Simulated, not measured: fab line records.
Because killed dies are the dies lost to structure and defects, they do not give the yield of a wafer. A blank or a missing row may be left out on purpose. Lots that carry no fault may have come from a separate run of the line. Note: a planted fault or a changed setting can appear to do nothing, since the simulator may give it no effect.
Problem report, 8D (eight disciplines) form, completed by code	flow sky130	the parts of the form that need people (team, actions taken, sign-off) are left out

## 1. PROBLEM STATEMENT
plate temp C at SKY_VT_ADJUST_LVTN_SOFTBAKE_03 reads a mean of 107.25 C on 9 wafers of 3 lots; wafers without a fault read 110.01 C with a standard deviation of 0.14. That is -20 standard deviations from the usual mean.
First observed at day 10 18:50: wafer L551.3, on litho track-04. At this step, 33 wafers from 11 lots have a number in the record. The rule behind "out" and "out of limits": a value lying over 4 standard deviations away from the usual mean. All remaining wafers that have a number are taken as sound.

## 2. WHAT IT IS, AND WHAT IT ISN'T
question	is	is not
which readings at this step	plate temp C, heater power total W	-
which lots	L551, L552, L553	L535, L536, L538, L540, L543, L545, L547, L556
which wafers of those lots	all that have a number	-
read on which tools	litho track-04	litho track-01, litho track-03
when	from day 10 18:50	up to then (21 sound wafers); but 3 sound wafers of L556 came after

## 3. WHAT RULES OUT EACH SUSPECT
Counting: a tool stays on the suspect list if, at a process step up to the reading, it processed all lots that are out and no sound lot following the first of them.
- litho track-04 at SKY_VT_ADJUST_LVTN_SOFTBAKE_03: kept. All lots that are out passed through it, beginning with L551 at day 10 18:50, and no sound lot followed; its final sound lot before that point was L547 at day 9 20:16. Its own readings are out on those wafers: heater power total W, plate temp C.
After counting, what remains is litho track-04 at SKY_VT_ADJUST_LVTN_SOFTBAKE_03.

## 4. THE CAUSE (what the simulator had put in)
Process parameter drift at SKY_VT_ADJUST_LVTN_SOFTBAKE_03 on litho track-04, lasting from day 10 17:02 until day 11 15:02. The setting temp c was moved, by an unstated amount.
Only this tool survived the counting.

## 5. THE CHAIN OF EFFECTS, in route order
Rows list readings where the struck wafers' mean (over those with a number) sits beyond 3 standard deviations from the usual. Only readings whose record carries a usual standard deviation are examined. hours: median over the lots of the time between each lot's start at the first step of this table that gives one and its start at this step. sigmas: the change, counted in usual standard deviations.
hours	step	reading	usual	on struck wafers	change	sigmas
0	SKY_VT_ADJUST_LVTN_SOFTBAKE_03	heater power total W	65.31 W	63.21	-2.10	-15
0	SKY_VT_ADJUST_LVTN_SOFTBAKE_03	plate temp C	110.01 C	107.25	-2.76	-20
11	SKY_VT_ADJUST_LVTN_STRIP_09	strip time to endpoint s	36.91 s	37.23	+0.32	+3.2
Process steps it contains:
- SKY_VT_ADJUST_LVTN_SOFTBAKE_03
- SKY_VT_ADJUST_LVTN_STRIP_09: strips in O2/N2.

## 6. WHAT WOULD HAVE CAUGHT IT SOONER
First out-of-limits reading in this record: day 10 18:50, which is 2 hours after fault onset at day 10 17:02.
